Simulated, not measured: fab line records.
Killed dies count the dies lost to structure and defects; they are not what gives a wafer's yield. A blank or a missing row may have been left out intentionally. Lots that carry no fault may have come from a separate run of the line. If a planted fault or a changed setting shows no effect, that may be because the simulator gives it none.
A lot that was struck, set against a sound lot	flow sky130	15 steps out of a route of 708
Sound: the wafers L883.2, L883.4, L883.6. Wafers struck: L878.1, L878.2, L878.4. At the end, the cause is stated.
For every step that has rows: the tool of each side, followed by ch and its chambers, followed by its first start. Under that, the readings that differ: sound wafers	struck wafers	difference of the means	sigmas: that difference in standard deviations of wafers without a fault.
alike: same words and numbers on both sides, and readings whose means sit less than 2 such deviations apart. not compared: any withheld reading, any reading some wafer has no value for, any bound like >300 that may hide the same value, and any number with overlapping values for which the record gives no deviation.
The two part at a step that has a row with sigmas, a row that says differs or no value, or rows on one side only. When numbers do not overlap yet have no deviation, they are printed without sigmas and do not part them. A reading that every wafer of one side lacks parts them only if that side has two wafers or more.

first, 3 steps without rows for these wafers: SKY_LDD_LDN_EXPOSE_04 (exposes mask LDNTM, target cd 700 nm); SKY_LDD_LDN_PEB_05; SKY_LDD_LDN_DEVELOP_06 (develop time 60 s).
SKY_LDD_LDN_OVL_MEAS_07:
  sound: overlay-01 at day 29 19:44; struck: overlay-01 at day 28 09:29
  alike: LDD_LDN_OVL
then, 4 steps without rows for these wafers: SKY_LDD_LDN_IMPLANT_08; SKY_LDD_LDN_IMPLANT_09; SKY_LDD_LDN_IMPLANT_10; SKY_LDD_LDN_IMPLANT_11.
SKY_LDD_LDN_STRIP_12: strips in O2/N2.
  sound on plasma-asher-04 ch 0,1, day 29 20:22; struck on plasma-asher-02 ch 0,1, day 28 10:07
  alike: drypump-motor-current-A, oes-product-au, strip-time-to-endpoint-s
  not compared: rf-hours-counter-h
SKY_LDD_LDN_TW_MEAS_13:
  sound: film-metro-01 at day 29 20:28; struck: film-metro-04 at day 28 10:13
  alike: LDD_LDN_TW
then, 2 steps without rows for these wafers: SKY_LDD_LDN_CLEAN_14 (cleans in SC1/SC2, time 150 s); SKY_SPACER_CVD_00 (deposits Si3N4 from DCS/NH3, target thk 43.1 nm, time 740 s).
SKY_SPACER_THK_MEAS_01:
  sound: film-metro-01 at day 29 21:47; struck: film-metro-03 at day 28 11:46
reading	sound	struck	difference	sigmas
SPACER_CVD_00_THK (nm)	42.7 43.1 42.9	44.5 44.9 44.9	+1.9	+5
SKY_SPACER_ETCHBACK_02: etches Si3N4 in CH3F/O2, stops on SiO2, time 46.7 s, target depth 45 nm.
  sound on rie-diel-01 ch 1,3, day 29 21:50; struck on rie-diel-01 ch 0,1,3, day 28 11:50
  alike: drypump-motor-current-A, oes-product-au, throttle-valve-pct
  not compared: rf-hours-counter-h
-- the record jumps here: 21 days lie between the struck wafers' starts before and after (it left off in module SPACER and takes up again in module PAD_OPEN, whose first step shown is number 708 of the route) --
SKY_PAD_OPEN_PROBE_99:
  the record has rows for the struck wafers here (prober-01, day 49 14:58) and none for the sound ones

## WHERE THEY PART
Last at SKY_PAD_OPEN_PROBE_99 as far as this record goes, first at SKY_SPACER_THK_MEAS_01.

WHY: whatever the simulator had introduced
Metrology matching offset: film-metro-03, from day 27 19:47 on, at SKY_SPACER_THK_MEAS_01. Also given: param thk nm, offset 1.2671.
